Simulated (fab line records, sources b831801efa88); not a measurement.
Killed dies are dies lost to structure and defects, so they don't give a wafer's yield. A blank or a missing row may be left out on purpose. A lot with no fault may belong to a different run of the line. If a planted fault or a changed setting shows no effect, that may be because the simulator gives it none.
The tool behind it: which one?	flow sky130	13 lots, 39 wafers sampled, at 4 steps of a route of 708

## WHAT EACH GAUGE READ, for each wafer
SKY_POLY_GATE_CD_MEAS_22. Usual: cd_nm 149 nm, standard deviation 3.4.
lot	measured	on	cd_nm (nm)	flag
L371	day 16 21:59	cd_sem-02	154 148 152	
L372	day 17 11:10	cd_sem-01	143 146 141	
L374	day 17 13:37	cd_sem-01	148 143 147	
L375	day 18 01:06	cd_sem-01	142 144 140	
L377	day 19 03:17	cd_sem-02	149 153 148	
L379	day 19 21:20	cd_sem-02	145 153 152	
L382	day 20 18:32	cd_sem-02	151 147 155	
L384	day 21 11:41	cd_sem-02	143 153 155	
L385	day 22 01:11	cd_sem-01	153 151 151	
L387	day 22 09:47	cd_sem-02	147 147 151	
L388	day 22 19:29	cd_sem-01	150 152 149	
L389	day 22 21:08	cd_sem-01	146 145 151	
L394	day 24 19:34	cd_sem-02	147 147 150	

SKY_RES_XHIGH_TW_MEAS_09. Usual: RES_XHIGH_TW gives 1631 (standard deviation 11).
lot	measured	on	RES_XHIGH_TW	flag
L371	day 27 00:56	film_metro-02	1630 1625 1633	
L372	day 27 15:52	film_metro-02	1609 1628 1621	
L374	day 27 18:13	film_metro-02	1618 1616 1622	
L375	day 28 06:01	film_metro-04	1646 1640 1648	
L377	day 29 05:54	film_metro-03	1646 1644 1639	
L379	day 29 23:26	film_metro-02	1612 1624 1614	
L382	day 30 16:32	film_metro-03	1643 1645 1638	
L384	day 31 06:53	film_metro-04	1626 1638 1628	
L385	day 31 19:29	film_metro-03	1626 1625 1633	
L387	day 32 04:46	film_metro-02	30 30 30	OFF
L388	day 32 12:49	film_metro-03	1644 1646 1654	
L389	day 32 15:38	film_metro-04	1647 1629 1633	
L394	day 34 09:27	film_metro-03	1616 1631 1634	

## TOOL THAT RAN EACH LOT (tool first, then ch and the chambers of the sampled wafers, then the start)
lot	SKY_SD_P_STRIP_10	SKY_RES_XHIGH_STRIP_08
L371	plasma_asher-04 ch 0,1, day 25 20:17	plasma_asher-01 ch 0,1, day 27 00:50
L372	plasma_asher-02 ch 0,1, day 26 10:14	plasma_asher-01 ch 0,1, day 27 15:46
L374	plasma_asher-03 ch 0,1, day 26 13:01	plasma_asher-03 ch 0,1, day 27 18:07
L375	plasma_asher-04 ch 0,1, day 27 00:43	plasma_asher-03 ch 0,1, day 28 05:55
L377	plasma_asher-03 ch 0,1, day 28 01:49	plasma_asher-01 ch 0,1, day 29 05:49
L379	plasma_asher-04 ch 0,1, day 28 18:53	plasma_asher-04 ch 0,1, day 29 23:20
L382	plasma_asher-02 ch 1, day 29 12:35	plasma_asher-03 ch 0,1, day 30 16:26
L384	plasma_asher-03 ch 0,1, day 30 04:25	plasma_asher-01 ch 0,1, day 31 06:47
L385	plasma_asher-02 ch 0,1, day 30 16:53	plasma_asher-01 ch 0,1, day 31 19:23
L387	plasma_asher-03 ch 0,1, day 31 00:49	plasma_asher-01 ch 0,1, day 32 04:40
L388	plasma_asher-02 ch 0,1, day 31 08:58	plasma_asher-01 ch 0,1, day 32 12:43
L389	plasma_asher-04 ch 0,1, day 31 11:08	plasma_asher-03 ch 0,1, day 32 15:32
L394	plasma_asher-04 ch 1, day 33 06:32	plasma_asher-03 ch 0,1, day 34 09:20
- SKY_SD_P_STRIP_10: strips in O2/N2.
- SKY_RES_XHIGH_STRIP_08: strips in O2/N2.

## WHAT THE TOOLS THEMSELVES READ (means of the sampled wafers that have a number; where no wafer has one, the mark that the record gives instead)
SKY_SD_P_STRIP_10. Usual: drypump_motor_current_A 5.64 A, standard deviation 0.26; oes_product_au 0.617 a.u., standard deviation 0.0042; strip_time_to_endpoint_s 17.47 s, standard deviation 0.042.
lot	tool	drypump_motor_current_A (A)	oes_product_au (a.u.)	strip_time_to_endpoint_s (s)	flag
L371	plasma_asher-04	5.27	0.616	17.51	
L372	plasma_asher-02	5.82	0.616	17.51	
L374	plasma_asher-03	5.55	0.615	17.49	
L375	plasma_asher-04	5.41	0.618	17.44	
L377	plasma_asher-03	5.57	0.617	17.47	
L379	plasma_asher-04	5.30	0.615	17.51	
L382	plasma_asher-02	5.72	0.612	17.43	
L384	plasma_asher-03	5.52	0.620	17.48	
L385	plasma_asher-02	5.82	0.619	17.45	
L387	plasma_asher-03	5.51	0.612	-	OFF
L388	plasma_asher-02	5.91	0.613	17.49	
L389	plasma_asher-04	5.43	0.618	17.44	
L394	plasma_asher-04	5.10	0.616	17.47	

SKY_RES_XHIGH_STRIP_08. Usual: drypump_motor_current_A 5.7 A, standard deviation 0.33; oes_product_au 0.711 a.u., standard deviation 0.0046; strip_time_to_endpoint_s 14.25 s, standard deviation 0.034.
lot	tool	drypump_motor_current_A (A)	oes_product_au (a.u.)	strip_time_to_endpoint_s (s)	flag
L371	plasma_asher-01	6.1	0.711	14.24	
L372	plasma_asher-01	6.1	0.711	14.27	
L374	plasma_asher-03	5.6	0.707	14.24	
L375	plasma_asher-03	5.5	0.715	14.28	
L377	plasma_asher-01	6.0	0.710	14.19	
L379	plasma_asher-04	5.4	0.714	14.22	
L382	plasma_asher-03	5.5	0.714	14.25	
L384	plasma_asher-01	6.0	0.707	14.23	
L385	plasma_asher-01	6.1	0.707	14.23	
L387	plasma_asher-01	6.1	0.717	23.58	OFF
L388	plasma_asher-01	6.1	0.708	14.28	
L389	plasma_asher-03	5.6	0.713	14.26	
L394	plasma_asher-03	5.6	0.708	14.19	

## THE ANSWER, worked out from the rows above alone
Rule: a lot is off if the mean of its wafers that have a number lies more than 3 standard deviations from the usual mean. Also off: a lot with no number at a reading for which 4 or more lots have one. All remaining lots with rows at the step are treated as sound. After the gauges, taken in route order, come the tools' own readings; for these a lot's mean is taken, as printed above. At the first step where some lot is off, the reading lying furthest off is the one used; lots without a number count as furthest.
Off: L387, seen at SKY_RES_XHIGH_TW_MEAS_09 (RES_XHIGH_TW).
If a tool, at a process step before that reading, ran all the lots that are off and no sound lot after the first of them, it fits. The gauges at SKY_RES_XHIGH_TW_MEAS_09 aren't tried: what is off there is off at SKY_SD_P_STRIP_10 too, on other tools, and a gauge's error can't cause that. One fits: plasma_asher-03 at SKY_SD_P_STRIP_10. A fault onset in the window from L384 (day 30 04:25, its last sound lot) to L387 (day 31 00:49, its first lot off) fits.
Blank at SKY_SD_P_STRIP_10 on the lots that are off, where sound lots have numbers: strip_time_to_endpoint_s.

## WHAT THE SIMULATOR HAD INSERTED
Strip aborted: plasma_asher-03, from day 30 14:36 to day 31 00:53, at SKY_SD_P_STRIP_10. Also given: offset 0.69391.
Struck lots among those shown: L387. This agrees with what the rule above found.
